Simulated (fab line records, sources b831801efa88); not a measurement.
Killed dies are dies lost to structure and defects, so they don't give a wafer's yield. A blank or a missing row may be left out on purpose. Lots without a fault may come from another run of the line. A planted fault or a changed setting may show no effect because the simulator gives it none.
Which tool did it? | flow sky130 | 7 lots, 21 wafers sampled, at 2 steps of a route of 708

WHAT THE GAUGES READ, wafer by wafer
SKY_SD_N_CD_MEAS_07: target cd 380 nm.
lot  | measured     | on        | cd_nm (nm)
L475 | day 29 06:39 | cd_sem-01 | 377 376 378
L480 | day 30 19:43 | cd_sem-01 | 380 380 381
L486 | day 33 03:29 | cd_sem-02 | 380 382 381
L491 | day 34 12:08 | cd_sem-01 | 374 373 372
L493 | day 35 05:20 | cd_sem-01 | 381 382 383
L495 | day 35 22:43 | cd_sem-01 | 377 373 376
L497 | day 36 10:07 | cd_sem-02 | 378 379 380

WHICH TOOL RAN EACH LOT (tool, then ch and the chambers of the sampled wafers, then the start)
lot  | SKY_LDD_LDN_CLEAN_14
L475 | wet_bench-01 ch 1, day 24 05:38
L480 | wet_bench-01 ch 0, day 25 21:51
L486 | wet_bench-01 ch 2, day 28 05:14
L491 | wet_bench-04 ch 1, day 29 17:25
L493 | wet_bench-01 ch 2, day 30 10:07
L495 | wet_bench-02 ch 3, day 31 03:42
L497 | wet_bench-02 ch 0, day 31 16:55
- SKY_LDD_LDN_CLEAN_14: cleans in SC1/SC2, time 150 s.

THE ANSWER, worked out from the rows above alone
Rule: what is usual is taken from the lots themselves. Put in order of their means at a reading, lots are off if they are a third of the lots or fewer, leave a main group of 4 or more, and stand apart from it by a gap of 3 or more times the standard deviation of the main group's means; of several such gaps the widest counts. A main group whose means are all the same, to the digits that the tables above print for the reading, isn't used. A lot without any number at a reading at which 4 lots or more have one is off too. The other lots that the step has rows for count as sound.
No lot is off at any reading shown: from this, nothing can be told.

WHAT THE SIMULATOR HAD PUT IN
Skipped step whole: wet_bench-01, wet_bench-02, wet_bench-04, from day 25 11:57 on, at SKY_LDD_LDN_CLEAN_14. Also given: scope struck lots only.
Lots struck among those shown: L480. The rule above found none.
